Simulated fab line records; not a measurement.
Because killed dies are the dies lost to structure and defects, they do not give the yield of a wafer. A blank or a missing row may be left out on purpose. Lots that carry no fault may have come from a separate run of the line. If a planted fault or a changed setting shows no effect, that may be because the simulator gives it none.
Struck lot and sound lot, side by side    flow sfq-line    42 out of 325 route steps
Sound: wafers L748.1, L748.3, L748.5. Struck: wafers L750.3, L750.6. (L750.2 of the same lot was not struck and is left out.) The cause comes at the end.
Each step with rows lists, per side, the tool, then ch with its chambers, then its first start. Under that, the readings that differ: sound wafers    struck wafers    difference of the means    sigmas: that difference in standard deviations of wafers without a fault.
alike: readings with means less than 2 such deviations apart, plus words and numbers identical on both sides. not compared: withheld readings, readings lacking a value on some wafer, bounds such as >300 that could conceal the same value, and numbers that have no deviation in the record and whose values overlap.
A row with sigmas, a row that says differs or no value, or rows on one side alone: a step with any of these is where the two part. Numbers that have no deviation but don't overlap get no sigmas and don't part them. A reading missing from all wafers of one side parts the sides only when that side holds two or more wafers.

first, 3 steps without rows for these wafers: SFQ_TRILAYER_I4_VIA_LITHO_EXPOSE_104 (exposes mask I4, target cd 700 nm); SFQ_TRILAYER_I4_VIA_LITHO_PEB_106 (peb time 60 s); SFQ_TRILAYER_I4_VIA_LITHO_DEVELOP_105 (time 60 s).
SFQ_I4_OVL_MEAS_928:
  struck on overlay-01, day 59 15:30; sound on overlay-02, day 59 04:32
  alike: I4_OVL
SFQ_TRILAYER_I4_VIA_BARC_OPEN_VIA_ETCH_146: etches BARC in O2, target depth 125 nm, time 41.7 s.
  sound on rie-diel-01 ch 0,1,2, day 59 04:34; struck on rie-diel-04 ch 0, day 59 15:32
  alike: drypump-motor-current-A, oes-product-au
  not compared: rf-hours-counter-h
then, 1 step without rows for these wafers: SFQ_TRILAYER_I4_VIA_ETCH_VIA_ETCH_106 (etches SiO2 in CHF3, stops on Nb, target depth 260 nm).
SFQ_TRILAYER_I4_VIA_STRIP_STRIP_107: strips in O2.
  sound on rie-metal-01 ch 0,1, day 59 04:43; struck on rie-metal-01 ch 0,1, day 59 15:41
  alike: drypump-motor-current-A, oes-product-au
  not compared: rf-hours-counter-h
then, 2 steps without rows for these wafers: SFQ_TRILAYER_I4_VIA_STRIP_SOLV_CLEAN_108 (cleans in NMP, time 600 s); SFQ_TRILAYER_JJ_TRILAYER_DEP_PRE_CLEAN_113 (time 22.5 s).
SFQ_TRILAYER_JJ_TRILAYER_DEP_SPUTTER_109: material Nb, target thk 150 nm, time 100 s.
  struck on pvd-sputter-04, day 59 16:29; sound on pvd-sputter-06, day 59 05:31
  alike: throttle-valve-pct
then, 2 steps without rows for these wafers: SFQ_TRILAYER_JJ_TRILAYER_DEP_SPUTTER_110 (material Al, target thk 8 nm, time 10 s); SFQ_TRILAYER_JJ_TRILAYER_DEP_AL_OXIDATION_111 (oxidation time 600 s).
SFQ_TRILAYER_JJ_TRILAYER_DEP_SPUTTER_112: material Nb, target thk 170 nm, time 113.3 s.
  struck on pvd-sputter-04, day 59 17:35; sound on pvd-sputter-06, day 59 06:37
reading                                                       sound              struck       difference  sigmas
model.Nb_of_TRILAYER_JJ_TRILAYER_DEP_SPUTTER_112.thk-nm (nm)  170.2 171.6 169.6  133.6 133.6  -36.9       
  alike: throttle-valve-pct
SFQ_JJ_RS_MEAS_929: measures by four-point-probe.
  struck on film-metro-02, day 59 17:41; sound on film-metro-02, day 59 06:42
reading            sound              struck       difference  sigmas
JJ_NB_RS (ohm/sq)  1.045 1.038 1.050  1.335 1.337  +0.292      +17
then, 6 steps without rows for these wafers: SFQ_TRILAYER_JJ_CE_LITHO_COAT_119 (resist thk 62 nm); SFQ_TRILAYER_JJ_CE_LITHO_COAT_114 (resist thk 600 nm); SFQ_TRILAYER_JJ_CE_LITHO_SOFTBAKE_118; SFQ_TRILAYER_JJ_CE_LITHO_EXPOSE_115 (exposes mask J5, target cd 700 nm); SFQ_TRILAYER_JJ_CE_LITHO_PEB_117 (peb time 60 s); SFQ_TRILAYER_JJ_CE_LITHO_DEVELOP_116 (time 60 s).
SFQ_JJ_OVL_MEAS_931:
  struck on overlay-01, day 59 20:06; sound on overlay-01, day 59 09:08
  alike: J5_OVL
then, 2 steps without rows for these wafers: SFQ_TRILAYER_JJ_CE_METRO_MEASURE_117; SFQ_TRILAYER_JJ_CE_BARC_OPEN_RIE_150 (chemistry O2, target BARC, target depth 240 nm, time 80 s).
SFQ_TRILAYER_JJ_CE_ETCH_RIE_118: chemistry SF6, target Nb, stops on Al2O3, time 97.7 s, target depth 170 nm.
  sound on rie-metal-01 ch 0,1, day 59 10:27; struck on rie-metal-02 ch 1, day 59 21:25
reading                sound              struck       difference  sigmas
oes-product-au (a.u.)  0.983 1.000 0.982  0.859 0.869  -0.124      -16
  alike: drypump-motor-current-A
  not compared: rf-hours-counter-h
then, 9 steps without rows for these wafers: SFQ_TRILAYER_JJ_ANODIZE_ANODIZE_119; SFQ_TRILAYER_JJ_CE_STRIP_STRIP_120 (strips in O2); SFQ_TRILAYER_JJ_CE_STRIP_SOLV_CLEAN_121 (cleans in NMP, time 600 s); SFQ_TRILAYER_M5_LITHO_COAT_128 (resist thk 62 nm); SFQ_TRILAYER_M5_LITHO_COAT_123 (resist thk 600 nm); SFQ_TRILAYER_M5_LITHO_SOFTBAKE_127; SFQ_TRILAYER_M5_LITHO_EXPOSE_124 (exposes mask M5, target cd 700 nm); SFQ_TRILAYER_M5_LITHO_PEB_126 (peb time 60 s); SFQ_TRILAYER_M5_LITHO_DEVELOP_125 (time 60 s).
SFQ_M5_OVL_MEAS_932:
  struck on overlay-02, day 60 01:35; sound on overlay-01, day 59 14:17
  alike: M5_OVL
then, 4 steps without rows for these wafers: SFQ_TRILAYER_M5_BARC_OPEN_METAL_ETCH_161 (etches BARC in O2, target depth 125 nm, time 41.7 s); SFQ_TRILAYER_M5_ETCH_METAL_ETCH_126 (etches Nb in Cl2/BCl3, stops on SiO2, time 203.2 s, target depth 265 nm); SFQ_TRILAYER_M5_STRIP_STRIP_127 (strips in O2); SFQ_TRILAYER_M5_STRIP_SOLV_CLEAN_128 (cleans in NMP, time 600 s).
SFQ_TRILAYER_A5B_DEP_PECVD_129: deposits SiO2 from SiH4/N2O, time 133.33 s, target thk 600 nm.
  sound on pecvd-01 ch 0,1,2, day 59 15:22; struck on pecvd-03 ch 0,2, day 60 02:38
  alike: chamber-pressure-Torr, heater-power-outer-w, heater-power-w, throttle-valve-pct
then, 1 step without rows for these wafers: SFQ_TRILAYER_A5B_CMP_CMP_130 (polishes, stops on Nb, target thk 340.7 nm).
SFQ_TRILAYER_A5B_METRO_MEASURE_131:
  struck on film-metro-04, day 60 06:34; sound on film-metro-03, day 59 19:46
  alike: thk-nm
-- the record jumps here: 4 days lie between the struck wafers' starts before and after --
SFQ_TRILAYER_R5_ETCH_METAL_ETCH_139: etches the open film in Cl2, stops on SiO2, target depth 60 nm, time 40 s.
  sound on rie-metal-02 ch 0, day 64 06:49; struck on rie-metal-02 ch 0, day 64 14:28
reading                                                       sound              struck       difference  sigmas
model.Nb_of_TRILAYER_JJ_TRILAYER_DEP_SPUTTER_112.thk-nm (nm)  160.2 161.6 159.7  123.6 123.7  -36.8       
  alike: drypump-motor-current-A, oes-product-au
  not compared: rf-hours-counter-h

## WHERE THEY PART
At SFQ_JJ_RS_MEAS_929 first; at SFQ_TRILAYER_JJ_CE_ETCH_RIE_118 last (within this record only). Later steps at which nothing parts them and some readings are alike: SFQ_M5_OVL_MEAS_932, SFQ_TRILAYER_A5B_DEP_PECVD_129, SFQ_TRILAYER_A5B_METRO_MEASURE_131, SFQ_TRILAYER_R5_ETCH_METAL_ETCH_139.

WHY: what the simulator had put in
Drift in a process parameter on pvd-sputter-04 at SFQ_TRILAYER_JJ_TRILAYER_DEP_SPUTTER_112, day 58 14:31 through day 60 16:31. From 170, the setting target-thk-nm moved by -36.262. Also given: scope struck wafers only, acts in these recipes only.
